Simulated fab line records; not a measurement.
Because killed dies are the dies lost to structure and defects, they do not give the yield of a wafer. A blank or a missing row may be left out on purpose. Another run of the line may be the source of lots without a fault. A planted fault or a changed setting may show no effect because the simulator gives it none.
fab line records	flow gf180mcu	part 1 of 2: steps 1 to 43 of 44
[record] lots = 7	wafers = 21	last-day = 34
route steps=602 shown MVSD@74 MVPSD@78 VT_IMPLANT@90 PASSIVATION@602
lots untouched by any fault: they come from a run of this same line in which no faults occurred
start-h: hours from the record's opening day to when the first of the lot's shown wafers began	wait-h: hours since the lot's step before	" the same as in the row above	L1.1+2: one row covering several wafers at once	- either no value or no given start	* or withheld: withheld	< > ~ a bound
route shown NAME@n: a module of which the file shows steps, and the number in the route of the first	usual: mean/standard deviation taken from wafers without a fault	same: alike in all rows	chamber/n: place in a boat	sites: readings site by site	_std_site: standard deviation across them	_edge_site: mean of outer sites minus mean of inner sites	radius-mm: how far each site lies from the wafer's centre	mask NAME#n: copy n	behind: the last tool/chamber to shape the wafer	hold: what put the lot on hold/how long, in hours/how the hold closed	device: names the non-switching transistor (n, p or np)	end of line: at the end of the route, the tests of the same wafers	a step with no rows: only its recipe	killed: dies that structure and defects cost at the first sort, which is not the same as the wafer's yield	map: the dies of a wafer, with x for killed, . for not killed, _ for no die there
set.NAME: the setting the step ran with; set.NAME@STEP: the setting that earlier step ran with	model.NAME: the simulator's own value behind a step, which no gauge read
lots at selected steps of the route; one table per step, one row per wafer
services: the hour from which a tool's chamber was out of use, counted from the record's first day as start-h (under 0 if before that day), plus the number of hours and why
[[steps]]
[step GF_MVSD_IMPLANT_08]
[recipe] species = P	energy-kev = 400	dose-cm2 = 1.66e+13	tilt-deg = 0
[step GF_MVSD_IMPLANT_09]
[recipe] species = P	energy-kev = 100	dose-cm2 = 5e+12	tilt-deg = 0
[step GF_MVSD_STRIP_10]
[recipe] chemistry = O2/N2	power-w = 1400	pressure-mtorr = 1500	platen-temp-c = 250	o2-flow-sccm = 3000	n2-flow-sccm = 300	overash-fraction = 0.5
[usual] drypump-motor-current-A = 5.78/0.25	heater-power-w = 352/77	o2-flow-sccm = 3001/9.7	oes-product-au = 0.723/0.0043	strip-time-to-endpoint-s = 36.99/0.078
[same] overash-fraction = 0.5
lot.wafer	tool	chamber	start-h	wait-h	drypump-motor-current-A	heater-power-w	o2-flow-sccm	oes-product-au	rf-hours-counter-h	strip-time-to-endpoint-s
L786.1	plasma-asher-04	0	116.36	0.1	5.54	301	3006	0.715	33	37.11
L786.4	"	1	"	"	6.14	293	3010	0.724	-	37.01
L786.6	"	0	"	"	5.55	311	3000	0.720	-	37.16
L787.1	plasma-asher-01	0	127.99	0.1	5.91	507	3011	0.717	1	37.03
L787.2	"	1	"	"	5.74	329	3005	0.723	1	37.04
L787.3	"	0	"	"	5.90	493	2997	0.722	-	36.95
L799.1	plasma-asher-02	0	192.27	0.1	5.37	336	3000	0.719	54	36.97
L799.2	"	1	"	"	5.96	310	2999	0.721	54	37.10
L799.6	"	1	"	"	5.93	307	3008	0.722	-	37.10
L800.1	plasma-asher-02	0	198.43	0.1	5.43	347	2980	0.728	55	36.98
L800.2	"	1	"	"	5.95	308	2980	0.722	55	36.90
L800.5	"	0	"	"	5.41	337	3012	0.724	-	37.03
L801.1	plasma-asher-04	1	207.57	0.1	6.16	288	3008	0.714	43	37.04
L801.3	"	0	"	"	5.50	306	3003	0.712	-	37.11
L801.4	"	1	"	"	6.13	290	2992	0.725	-	37.12
L802.1	plasma-asher-01	0	214.26	0.1	5.92	516	2994	0.720	10	36.99
L802.4	"	0	"	"	5.92	503	3013	0.721	-	36.89
L802.6	"	0	"	"	5.92	501	3015	0.721	-	36.92
L803.2	plasma-asher-01	0	216.46	0.1	5.90	505	3005	0.720	10	36.88
L803.4	"	1	"	"	5.77	339	3020	0.722	-	36.93
L803.6	"	1	"	"	5.77	336	3014	0.724	-	36.99
[step GF_MVSD_TW_MEAS_11]
[usual] MVSD_TW = 1590/18
lot.wafer	tool	chamber	start-h	wait-h	MVSD_TW
L786.1	film-metro-01	-	116.46	0.1	1617
L786.4	"	-	"	"	1616
L786.6	"	-	"	"	1624
L787.1	film-metro-03	-	128.09	0.1	1566
L787.2	"	-	"	"	1560
L787.3	"	-	"	"	1563
L799.1	film-metro-04	-	192.37	0.1	1585
L799.2	"	-	"	"	1584
L799.6	"	-	"	"	1582
L800.1	film-metro-03	-	198.53	0.1	1573
L800.2	"	-	"	"	1565
L800.5	"	-	"	"	1578
L801.1	film-metro-04	-	207.67	0.1	1591
L801.3	"	-	"	"	1593
L801.4	"	-	"	"	1588
L802.1	film-metro-04	-	214.36	0.1	1596
L802.4	"	-	"	"	1596
L802.6	"	-	"	"	1594
L803.2	film-metro-03	-	216.57	0.1	1556
L803.4	"	-	"	"	1564
L803.6	"	-	"	"	1574
[step GF_MVPSD_DEHYDRATE_00]
[recipe] temp-c = 200	time-s = 60
[step GF_MVPSD_HMDS_01]
[recipe] prime-time-s = 60	prime-temp-c = 120
[step GF_MVPSD_COAT_02]
[recipe] spin-rpm = 2000	resist-thk-nm = 3000
[step GF_MVPSD_SOFTBAKE_03]
[recipe] temp-c = 110	time-s = withheld
[step GF_MVPSD_EXPOSE_04]
[recipe] mask-id = MVPSD	target-cd-nm = 1000	na = 0.6	source-shape = conventional	sigma-outer = 0.6	dose-mj = 260
[step GF_MVPSD_PEB_05]
[recipe] temp-c = 115	time-s = withheld
[step GF_MVPSD_DEVELOP_06]
[recipe] wall-angle-deg = 90	develop-time-s = 60	dev-temp-c = 23
[step GF_MVPSD_OVL_MEAS_07]
[usual] MVPSD_OVL = -0.6/1.4
lot.wafer	tool	chamber	start-h	wait-h	MVPSD_OVL[nm]
L786.1	overlay-01	-	131.94	-	-1.1
L786.4	"	-	"	"	0.0
L786.6	"	-	"	"	1.9
L787.1	overlay-02	-	142.89	-	2.2
L787.2	"	-	"	"	0.3
L787.3	"	-	"	"	0.8
L799.1	overlay-02	-	209.30	-	-0.8
L799.2	"	-	"	"	0.6
L799.6	"	-	"	"	-0.3
L800.1	overlay-02	-	215.74	-	0.3
L800.2	"	-	"	"	-0.6
L800.5	"	-	"	"	0.8
L801.1	overlay-01	-	225.15	-	0.4
L801.3	"	-	"	"	-1.3
L801.4	"	-	"	"	-0.9
L802.1	overlay-01	-	232.18	-	-2.5
L802.4	"	-	"	"	0.2
L802.6	"	-	"	"	-1.1
L803.2	overlay-02	-	234.55	-	0.8
L803.4	"	-	"	"	1.0
L803.6	"	-	"	"	0.2
[step GF_MVPSD_IMPLANT_08]
[recipe] species = B	energy-kev = 170	dose-cm2 = 1.5e+13	tilt-deg = 0
[usual] beam-energy-keV = 170.00/0.055
lot.wafer	tool	chamber	start-h	wait-h	beam-energy-keV	model.implant.rp-nm	model.implant.drp-nm
L786.1	implanter-03	0	131.98	0.0	169.97	480	102.4
L786.4	"	0	"	"	169.99	480	102.4
L786.6	"	0	"	"	169.93	480	102.4
L787.1	implanter-01	0	142.92	0.0	170.09	477.4	102.4
L787.2	"	0	"	"	170.04	477.4	102.4
L787.3	"	0	"	"	170.05	477.4	102.4
L799.1	implanter-03	0	209.33	0.0	151.49	443.8	97.91
L799.2	"	0	"	"	151.43	443.8	97.91
L799.6	"	0	"	"	151.51	443.8	97.91
L800.1	implanter-02	0	215.78	0.0	169.94	496.1	102.4
L800.2	"	0	"	"	169.99	496.1	102.4
L800.5	"	0	"	"	170.06	496.1	102.4
L801.1	implanter-02	0	225.18	0.0	169.99	505.5	102.4
L801.3	"	0	"	"	170.05	505.5	102.4
L801.4	"	0	"	"	169.90	505.5	102.4
L802.1	implanter-03	0	232.22	0.0	151.54	470.9	97.91
L802.4	"	0	"	"	151.45	470.9	97.91
L802.6	"	0	"	"	151.47	470.9	97.91
L803.2	implanter-03	0	234.61	0.0	151.51	440.7	97.91
L803.4	"	0	"	"	151.42	440.7	97.91
L803.6	"	0	"	"	151.50	440.7	97.91
[step GF_MVPSD_IMPLANT_09]
[recipe] species = B	energy-kev = 40	dose-cm2 = 5e+12	tilt-deg = 0
[step GF_MVPSD_STRIP_10]
[recipe] chemistry = O2/N2	power-w = 1400	pressure-mtorr = 1500	platen-temp-c = 250	o2-flow-sccm = 3000	n2-flow-sccm = 300	overash-fraction = 0.5
[usual] drypump-motor-current-A = 5.57/0.29	heater-power-w = 345/51	o2-flow-sccm = 2999/9	oes-product-au = 0.723/0.0042	strip-time-to-endpoint-s = 36.96/0.097
[same] overash-fraction = 0.5
lot.wafer	tool	chamber	start-h	wait-h	drypump-motor-current-A	heater-power-w	o2-flow-sccm	oes-product-au	rf-hours-counter-h	strip-time-to-endpoint-s
L786.1	plasma-asher-02	1	132.28	0.1	5.94	309	2988	0.719	48	36.96
L786.4	"	0	"	"	5.38	338	3003	0.726	-	37.05
L786.6	"	1	"	"	5.93	311	3012	0.725	-	36.98
L787.1	plasma-asher-01	0	143.22	0.1	5.92	501	3008	0.721	2	36.99
L787.2	"	1	"	"	5.78	341	3010	0.721	2	37.07
L787.3	"	1	"	"	5.79	327	3003	0.720	-	37.07
L799.1	plasma-asher-02	0	209.63	0.1	5.40	340	2986	0.717	56	36.96
L799.2	"	1	"	"	5.97	310	2985	0.721	56	36.89
L799.6	"	1	"	"	5.96	300	3010	0.730	-	37.02
L800.1	plasma-asher-03	0	216.08	0.1	5.40	352	2996	0.715	58	37.01
L800.2	"	1	"	"	5.22	325	2985	0.726	58	37.12
L800.5	"	0	"	"	5.38	366	2995	0.724	-	37.00
L801.1	plasma-asher-03	1	225.48	0.1	5.21	324	3007	0.720	59	36.85
L801.3	"	1	"	"	5.23	323	2993	0.731	-	36.88
L801.4	"	0	"	"	5.41	355	3000	0.729	-	36.97
L802.1	plasma-asher-03	0	232.52	0.1	5.38	355	2979	0.725	60	36.85
L802.4	"	0	"	"	5.35	353	2999	0.722	-	36.89
L802.6	"	1	"	"	5.21	320	2986	0.728	-	36.81
L803.2	plasma-asher-03	0	234.88	0.1	5.40	359	2999	0.720	60	37.09
L803.4	"	0	"	"	5.39	359	2995	0.722	-	37.02
L803.6	"	0	"	"	5.39	354	3015	0.723	-	37.02
[step GF_MVPSD_TW_MEAS_11]
[usual] MVPSD_TW = 551/6.8
lot.wafer	tool	chamber	start-h	wait-h	MVPSD_TW
L786.1	film-metro-01	-	132.38	0.1	561
L786.4	"	-	"	"	558
L786.6	"	-	"	"	560
L787.1	film-metro-04	-	143.32	0.1	552
L787.2	"	-	"	"	553
L787.3	"	-	"	"	554
L799.1	film-metro-03	-	209.73	0.1	545
L799.2	"	-	"	"	543
L799.6	"	-	"	"	541
L800.1	film-metro-03	-	216.18	0.1	544
L800.2	"	-	"	"	545
L800.5	"	-	"	"	541
L801.1	film-metro-01	-	225.58	0.1	558
L801.3	"	-	"	"	554
L801.4	"	-	"	"	559
L802.1	film-metro-04	-	232.62	0.1	548
L802.4	"	-	"	"	551
L802.6	"	-	"	"	548
L803.2	film-metro-01	-	234.99	0.1	553
L803.4	"	-	"	"	556
L803.6	"	-	"	"	552
[step GF_VT_IMPLANT_DEHYDRATE_00]
[recipe] temp-c = 200	time-s = 60
[step GF_VT_IMPLANT_HMDS_01]
[recipe] prime-time-s = 60	prime-temp-c = 120
[step GF_VT_IMPLANT_COAT_02]
[recipe] resist = NOVOLAK	spin-rpm = 3000	resist-thk-nm = 1000
[step GF_VT_IMPLANT_SOFTBAKE_03]
[recipe] temp-c = 90	time-s = 60	resist = NOVOLAK
[step GF_VT_IMPLANT_EXPOSE_04]
[recipe] mask-id = LVPWELL_LV_AREA	target-cd-nm = 600	na = 0.6	source-shape = conventional	sigma-outer = 0.6	dose-mj = 140
[step GF_VT_IMPLANT_PEB_05]
[recipe] temp-c = withheld	time-s = *	resist = NOVOLAK
[step GF_VT_IMPLANT_DEVELOP_06]
[recipe] develop-time-s = 60	dev-temp-c = 23
[step GF_VT_IMPLANT_OVL_MEAS_07]
[usual] VT_IMPLANT_OVL = -0.8/1.2
lot.wafer	tool	chamber	start-h	wait-h	VT_IMPLANT_OVL[nm]
L786.1	overlay-01	-	147.72	0.1	-0.5
L786.4	"	-	"	"	-1.2
L786.6	"	-	"	"	-3.2
L787.1	overlay-01	-	158.22	0.1	-1.6
L787.2	"	-	"	"	-2.8
L787.3	"	-	"	"	-1.0
L799.1	overlay-02	-	227.54	0.1	-0.6
L799.2	"	-	"	"	-1.6
L799.6	"	-	"	"	-1.1
L800.1	overlay-02	-	233.62	0.1	-0.3
L800.2	"	-	"	"	-1.4
L800.5	"	-	"	"	-0.7
L801.1	overlay-02	-	243.85	0.1	0.2
L801.3	"	-	"	"	2.4
L801.4	"	-	"	"	-1.0
L802.1	overlay-01	-	250.99	0.1	-1.2
L802.4	"	-	"	"	-1.4
L802.6	"	-	"	"	-0.4
L803.2	overlay-02	-	253.33	0.1	-0.4
L803.4	"	-	"	"	-0.7
L803.6	"	-	"	"	-0.4
[step GF_VT_IMPLANT_IMPLANT_08]
[recipe] species = BF2	energy-kev = 20	dose-cm2 = 7.915e+12	tilt-deg = 7
[step GF_VT_IMPLANT_STRIP_09]
[recipe] chemistry = O2/N2	power-w = 1400	pressure-mtorr = 1500	platen-temp-c = 250	o2-flow-sccm = 3000	n2-flow-sccm = 300	overash-fraction = 0.5
[usual] drypump-motor-current-A = 5.6/0.34	heater-power-w = 330/51	o2-flow-sccm = 2999/9.3	oes-product-au = 0.716/0.005	strip-time-to-endpoint-s = 12.63/0.035
[same] overash-fraction = 0.5
lot.wafer	tool	chamber	start-h	wait-h	drypump-motor-current-A	heater-power-w	o2-flow-sccm	oes-product-au	rf-hours-counter-h	strip-time-to-endpoint-s
L786.1	plasma-asher-04	0	147.91	0.1	5.5	307	2982	0.714	37	12.60
L786.4	"	0	"	"	5.5	299	3000	0.722	-	12.61
L786.6	"	0	"	"	5.5	301	2988	0.717	-	12.58
L787.1	plasma-asher-04	1	158.41	0.1	6.2	286	3008	0.716	38	12.63
L787.2	"	0	"	"	5.5	306	2995	0.728	38	12.61
L787.3	"	1	"	"	6.2	291	3008	0.721	-	12.61
L799.1	plasma-asher-01	1	227.73	0.1	5.8	331	3008	0.731	11	12.61
L799.2	"	0	"	"	5.9	500	3001	0.708	11	12.62
L799.6	"	1	"	"	5.7	335	3000	0.721	-	12.64
L800.1	plasma-asher-04	0	233.81	0.1	5.6	307	2974	0.712	45	12.62
L800.2	"	1	"	"	6.2	292	3008	0.708	45	12.58
L800.5	"	1	"	"	6.2	300	2991	0.720	-	12.59
L801.1	plasma-asher-04	1	244.03	0.1	6.2	292	2996	0.720	46	12.53
L801.3	"	0	"	"	5.5	304	2995	0.717	-	12.56
L801.4	"	1	"	"	6.1	293	3017	0.721	-	12.60
L802.1	plasma-asher-04	0	251.18	0.1	5.5	313	3000	0.708	47	12.67
L802.4	"	0	"	"	5.5	301	3007	0.710	-	12.67
L802.6	"	1	"	"	6.2	292	3008	0.723	-	12.69
L803.2	plasma-asher-03	1	253.51	0.1	5.2	334	2997	0.721	62	12.60
L803.4	"	1	"	"	5.2	329	3004	0.714	-	12.65
L803.6	"	1	"	"	5.2	324	2993	0.716	-	12.62
[step GF_VT_IMPLANT_TW_MEAS_10]
[usual] VT_IMPLANT_TW = 558/8.1
lot.wafer	tool	chamber	start-h	wait-h	VT_IMPLANT_TW
L786.1	film-metro-03	-	148.01	0.1	543
L786.4	"	-	"	"	549
L786.6	"	-	"	"	546
L787.1	film-metro-01	-	158.51	0.1	557
L787.2	"	-	"	"	558
L787.3	"	-	"	"	556
L799.1	film-metro-03	-	227.83	0.1	548
L799.2	"	-	"	"	546
L799.6	"	-	"	"	544
L800.1	film-metro-01	-	233.91	0.1	559
L800.2	"	-	"	"	560
L800.5	"	-	"	"	560
L801.1	film-metro-01	-	244.13	0.1	565
L801.3	"	-	"	"	566
L801.4	"	-	"	"	562
L802.1	film-metro-01	-	251.28	0.1	564
L802.4	"	-	"	"	565
L802.6	"	-	"	"	567
L803.2	film-metro-02	-	253.62	0.1	560
L803.4	"	-	"	"	565
L803.6	"	-	"	"	565
[step GF_VT_IMPLANT_DEHYDRATE_11]
[recipe] temp-c = 200	time-s = 60
[step GF_VT_IMPLANT_HMDS_12]
[recipe] prime-time-s = 60	prime-temp-c = 120
[step GF_VT_IMPLANT_COAT_13]
[recipe] resist = NOVOLAK	spin-rpm = 3000	resist-thk-nm = 1000
[step GF_VT_IMPLANT_SOFTBAKE_14]
[recipe] temp-c = 90	time-s = 60	resist = NOVOLAK
[step GF_VT_IMPLANT_EXPOSE_15]
[recipe] mask-id = Nwell_LV_AREA	target-cd-nm = 860	na = 0.6	source-shape = conventional	sigma-outer = 0.6	dose-mj = 140
[step GF_VT_IMPLANT_PEB_16]
[recipe] temp-c = withheld	time-s = *	resist = NOVOLAK
[step GF_VT_IMPLANT_DEVELOP_17]
[recipe] develop-time-s = 60	dev-temp-c = 23
[step GF_VT_IMPLANT_OVL_MEAS_18]
[usual] VT_IMPLANT_01_OVL = 0.4/1.1
lot.wafer	tool	chamber	start-h	wait-h	VT_IMPLANT_01_OVL[nm]
L786.1	overlay-01	-	163.39	0.1	-1.8
L786.4	"	-	"	"	0.3
L786.6	"	-	"	"	1.3
L787.1	overlay-01	-	174.14	0.1	-0.9
L787.2	"	-	"	"	0.9
L787.3	"	-	"	"	0.2
L799.1	overlay-02	-	245.75	0.1	0.9
L799.2	"	-	"	"	-0.3
L799.6	"	-	"	"	0.5
L800.1	overlay-01	-	252.40	0.1	0.4
L800.2	"	-	"	"	-0.9
L800.5	"	-	"	"	1.7
L801.1	overlay-01	-	263.47	0.1	1.5
L801.3	"	-	"	"	3.2
L801.4	"	-	"	"	1.9
L802.1	overlay-01	-	269.80	0.1	2.0
L802.4	"	-	"	"	0.3
L802.6	"	-	"	"	0.8
L803.2	overlay-01	-	272.69	0.1	0.1
L803.4	"	-	"	"	0.6
L803.6	"	-	"	"	0.0
[step GF_VT_IMPLANT_IMPLANT_19]
[recipe] species = As	energy-kev = 100	dose-cm2 = 4.35e+12	tilt-deg = 7
[step GF_VT_IMPLANT_STRIP_20]
[recipe] chemistry = O2/N2	power-w = 1400	pressure-mtorr = 1500	platen-temp-c = 250	o2-flow-sccm = 3000	n2-flow-sccm = 300	overash-fraction = 0.5
[usual] drypump-motor-current-A = 5.73/0.29	heater-power-w = 358/78	o2-flow-sccm = 3000/9.2	oes-product-au = 0.716/0.0047	strip-time-to-endpoint-s = 12.63/0.036
[same] overash-fraction = 0.5
lot.wafer	tool	chamber	start-h	wait-h	drypump-motor-current-A	heater-power-w	o2-flow-sccm	oes-product-au	rf-hours-counter-h	strip-time-to-endpoint-s
L786.1	plasma-asher-04	0	163.58	0.1	5.52	297	2991	0.717	38	12.59
L786.4	"	1	"	"	6.19	300	2983	0.724	-	12.55
L786.6	"	0	"	"	5.51	300	3001	0.720	-	12.53
L787.1	plasma-asher-04	0	174.33	0.1	5.53	303	3021	0.725	40	12.58
L787.2	"	1	"	"	6.17	288	3004	0.709	40	12.64
L787.3	"	1	"	"	6.18	293	3016	0.718	-	12.60
L799.1	plasma-asher-01	0	245.93	0.1	5.91	497	3016	0.713	13	12.64
L799.2	"	1	"	"	5.76	325	3009	0.726	13	12.65
L799.6	"	1	"	"	5.82	337	2995	0.713	-	12.65
L800.1	plasma-asher-04	0	252.58	0.1	5.52	297	3015	0.715	47	12.62
L800.2	"	1	"	"	6.10	295	3001	0.718	47	12.61
L800.5	"	0	"	"	5.50	298	3007	0.714	-	12.61
L801.1	plasma-asher-01	0	263.66	0.1	5.90	504	2992	0.711	15	12.71
L801.3	"	0	"	"	5.90	510	3000	0.722	-	12.65
L801.4	"	1	"	"	5.75	339	3014	0.714	-	12.68
L802.1	plasma-asher-03	1	269.98	0.1	5.22	321	3000	0.723	64	12.61
L802.4	"	0	"	"	5.39	355	3007	0.715	-	12.61
L802.6	"	0	"	"	5.43	353	2996	0.711	-	12.63
L803.2	plasma-asher-04	1	272.87	0.1	6.17	296	2995	0.713	49	12.60
L803.4	"	1	"	"	6.10	296	2999	0.721	-	12.60
L803.6	"	1	"	"	6.13	289	2992	0.720	-	12.66
[step GF_VT_IMPLANT_TW_MEAS_21]
[usual] VT_IMPLANT_2_TW = 1218/16
lot.wafer	tool	chamber	start-h	wait-h	VT_IMPLANT_2_TW
L786.1	film-metro-02	-	163.68	0.1	1221
L786.4	"	-	"	"	1221
L786.6	"	-	"	"	1229
L787.1	film-metro-02	-	174.43	0.1	1242
L787.2	"	-	"	"	1235
L787.3	"	-	"	"	1238
L799.1	film-metro-01	-	246.03	0.1	1241
L799.2	"	-	"	"	1237
L799.6	"	-	"	"	1236
L800.1	film-metro-01	-	252.68	0.1	1238
L800.2	"	-	"	"	1237
L800.5	"	-	"	"	1237
L801.1	film-metro-03	-	263.76	0.1	1197
L801.3	"	-	"	"	1201
L801.4	"	-	"	"	1200
L802.1	film-metro-03	-	270.08	0.1	1195
L802.4	"	-	"	"	1190
L802.6	"	-	"	"	1186
L803.2	film-metro-01	-	272.98	0.1	1230
L803.4	"	-	"	"	1218
L803.6	"	-	"	"	1223
[step GF_VT_IMPLANT_DEHYDRATE_22]
[recipe] temp-c = 200	time-s = 60
[step GF_VT_IMPLANT_HMDS_23]
[recipe] prime-time-s = 60	prime-temp-c = 120
[step GF_VT_IMPLANT_COAT_24]
[recipe] resist = NOVOLAK	spin-rpm = 3000	resist-thk-nm = 1000
[step GF_VT_IMPLANT_SOFTBAKE_25]
[recipe] temp-c = 90	time-s = 60	resist = NOVOLAK
[step GF_VT_IMPLANT_RS_MEAS_49]
[recipe] thk-meas-gauge = four-point-probe
[usual] MVPSD_RS = 1168/3.5
lot.wafer	tool	chamber	start-h	wait-h	MVPSD_RS[ohm/sq]
L786.1	film-metro-04	-	197.35	0.1	1170
L786.4	"	-	"	"	1172
L786.6	"	-	"	"	1171
L787.1	film-metro-03	-	208.30	0.1	1169
L787.2	"	-	"	"	1169
L787.3	"	-	"	"	1166
L799.1	film-metro-01	-	285.77	0.1	1200
L799.2	"	-	"	"	1199
L799.6	"	-	"	"	1199
L800.1	film-metro-01	-	291.83	0.1	1170
L800.2	"	-	"	"	1169
L800.5	"	-	"	"	1170
L801.1	film-metro-03	-	304.03	0.1	1167
L801.3	"	-	"	"	1165
L801.4	"	-	"	"	1163
L802.1	film-metro-04	-	311.43	0.1	1193
L802.4	"	-	"	"	1189
L802.6	"	-	"	"	1191
L803.2	film-metro-03	-	314.15	0.1	1193
L803.4	"	-	"	"	1194
L803.6	"	-	"	"	1191
[[key]]
[first-sign] step = GF_MVPSD_IMPLANT_08	reading = beam-energy-keV	direction = down	sigmas = 99+	usual = 170.00	struck = 151.48
[effect] step = GF_VT_IMPLANT_RS_MEAS_49	reading = MVPSD_RS	direction = up	sigmas = 7.4	usual = 1168	struck = 1194
[model-effect] step = GF_MVPSD_IMPLANT_08	value = implant.rp-nm	without = 493.5	struck = 451.8
[model-effect] step = GF_PASSIVATION_PROBE_99	value = etest.p-drift.rs-ohm-sq	without = 2355	struck = 2767
met-at GF_MVPSD_IMPLANT_08
struck-wafers L799.1,L799.2,L799.6,L802.1,L802.4,L802.6,L803.2,L803.4,L803.6
tester-left-out L799,L802,L803
onset-between 131.98 209.33
[fault] kind = process-parameter-drift	tool = implanter-03	chamber = -	onset-h = 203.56	steps = GF_MVPSD_IMPLANT_08	channel = energy-kev	offset = -18.498	shape = step	end-h = 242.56	acts-in = these-recipes-only	stated = 170
// tester-left-out: of these lots the tester's yield and bins aren't shown, on N5 and GAA mostly nor the transistor test; their killed dies are dies lost to structure and defects alone, not to doping, threshold or leakage, so they don't give the yield
